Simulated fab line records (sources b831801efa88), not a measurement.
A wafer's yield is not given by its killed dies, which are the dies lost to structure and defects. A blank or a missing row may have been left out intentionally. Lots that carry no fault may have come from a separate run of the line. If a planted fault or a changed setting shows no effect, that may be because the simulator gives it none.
Chamber matching + flow gf180mcu + 3 sister chambers for GF_PASSIVATION_CVD_00 on pecvd-04
The step deposits SiO2 from TEOS, target thk 1000 nm, time 111.95 s. 3 wafers are shown with their chamber, then 7 later ones without.

WAFERS PAIRED WITH THEIR CHAMBERS
| wafer  | chamber | heater-power-w (W) |
|--------|---------|--------------------|
| L922.2 | 0       | 451                |
| L924.5 | 1       | 504                |
| L928.4 | 2       | 726                |

WAFERS WITHOUT THEIR CHAMBER
| wafer  | heater-power-w (W) |
|--------|--------------------|
| L928.5 | 642                |
| L937.2 | 688                |
| L937.3 | 494                |
| L937.4 | 743                |
| L938.2 | 599                |
| L938.3 | 443                |
| L938.6 | 501                |

WHICH CHAMBER EACH ONE RAN IN
| wafer  | from the rows above          | in truth |
|--------|------------------------------|----------|
| L928.5 | can't be placed: 2 or 1      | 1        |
| L937.2 | 2                            | 2        |
| L937.3 | can't be placed: 1 or 0      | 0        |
| L937.4 | 2                            | 2        |
| L938.2 | can't be placed: 1 or 2 or 0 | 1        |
| L938.3 | can't be placed: 0 or 1      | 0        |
| L938.6 | can't be placed: 1 or 0      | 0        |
2 of 7 placed correctly. Can't be placed from these rows: 5 (the true chamber is among the candidates in 5). Number placed wrongly: 0.
How it was worked out, from the rows above alone: a wafer's distance from a chamber is the root of the sum, over the readings, of the square of ((its reading less the chamber's mean) divided by the reading's scatter). If the next closest chamber is less than 2 further off than the closest, the wafer can't be placed; otherwise it belongs to the closest. Each chamber's mean is taken over the wafers shown for it. The scatter: with one shown wafer a chamber, the root of the mean of the squares of how far each hidden wafer lies from its nearest shown one.
